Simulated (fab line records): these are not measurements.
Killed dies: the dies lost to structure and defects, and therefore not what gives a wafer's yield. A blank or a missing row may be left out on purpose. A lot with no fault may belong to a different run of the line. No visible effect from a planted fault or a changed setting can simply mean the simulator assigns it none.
Which tool did it?    flow sky130    route of 708 steps, sampled at 1 step: 15 lots, 45 wafers

== WHAT THE GAUGES SHOWED, per wafer ==
SKY_METAL1_OVL_MEAS_16. Usual: METAL1_OVL gives -4 nm (standard deviation 5.3).
lot   measured      on          METAL1_OVL (nm)  flag
L703  day 32 19:05  overlay-01  0 5 -2           
L704  day 32 22:57  overlay-01  -5 -1 1          
L705  day 33 14:57  overlay-01  4 -1 -5          
L706  day 34 02:58  overlay-01  2 -3 5           
L710  day 35 16:55  overlay-01  -5 6 -5          
L711  day 35 18:42  overlay-01  1 -6 3           
L714  day 36 17:42  overlay-01  1 -6 7           
L715  day 37 08:23  overlay-01  -2 -14 -11       
L717  day 37 22:58  overlay-02  -8 -2 -4         
L718  day 38 04:51  overlay-01  -7 1 -6          
L720  day 38 07:54  overlay-02  -15 -3 2         
L721  day 38 19:19  overlay-01  -9 -8 -11        
L722  day 38 23:10  overlay-01  -5 -2 -2         
L723  day 39 15:57  overlay-02  -9 -5 -13        
L726  day 39 22:59  overlay-02  2 3 8            

== EACH LOT AND THE TOOL THAT RAN IT (in order: tool; ch and the chambers of the sampled wafers; start) ==
No process step before these readings appears in the record.

== WHAT THE TOOLS THEMSELVES READ (means of the sampled wafers that have a number; where no wafer has one, the mark that the record gives instead) ==
The record holds no such reading with a usual standard deviation.

== THE ANSWER, worked out from the rows above alone ==
Rule: lot off if the mean of its wafers having a number is beyond 3 standard deviations from the usual mean. A lot without any number at a reading at which 4 lots or more have one is off too. Any other lot the step has rows for is counted as sound. First the gauges in route order, then the tools' own readings, where a lot's mean is used as printed above. At the first step where some lot is off, the reading lying furthest off is the one used; lots without a number count as furthest.
Nothing can be told from this: no lot is off at any reading shown.

== WHAT WAS PUT IN BY THE SIMULATOR ==
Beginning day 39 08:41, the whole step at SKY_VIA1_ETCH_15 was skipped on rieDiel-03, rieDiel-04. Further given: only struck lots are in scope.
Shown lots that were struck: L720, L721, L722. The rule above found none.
